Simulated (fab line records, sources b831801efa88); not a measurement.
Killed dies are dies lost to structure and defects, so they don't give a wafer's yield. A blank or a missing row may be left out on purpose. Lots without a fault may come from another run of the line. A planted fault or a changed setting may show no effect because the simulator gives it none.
Chamber matching | flow sky130 | SKY_POLY_GATE_ETCH_16 on rie_diel-03: 4 sister chambers
The step etches Si3N4 in CH3F/O2, stops on poly-Si, time 147.5 s, target depth 75 nm. 4 wafers are shown with their chamber, then 7 later ones without.

WAFERS WITH THEIR CHAMBER
wafer  | chamber | drypump_motor_current_A (A)
L124.3 | 2       | 5.7
L133.5 | 0       | 6.3
L135.2 | 3       | 6.6
L135.3 | 1       | 4.9

WAFERS WITHOUT THEIR CHAMBER
wafer  | drypump_motor_current_A (A)
L135.4 | 5.8
L140.1 | 6.3
L140.2 | 5.7
L140.3 | 6.6
L142.2 | 4.9
L142.4 | 5.7
L142.6 | 5.8

WHICH CHAMBER EACH WENT THROUGH
wafer  | from the rows above | in truth
L135.4 | 2                   | 2
L140.1 | 0                   | 0
L140.2 | 2                   | 2
L140.3 | 3                   | 3
L142.2 | 1                   | 1
L142.4 | 2                   | 2
L142.6 | 2                   | 2
Placed correctly: 7 of 7. Can't be placed from these rows: 0. Placed wrongly: 0.
How it was worked out, from the rows above alone: a wafer's distance from a chamber is the root of the sum, over the readings, of the square of ((its reading less the chamber's mean) divided by the reading's scatter). The wafer belongs to the nearest chamber; if the next one is less than 2 further off, it can't be placed. A chamber's mean is the mean of its shown wafers. The scatter: with one shown wafer a chamber, the root of the mean of the squares of how far each hidden wafer lies from its nearest shown one.
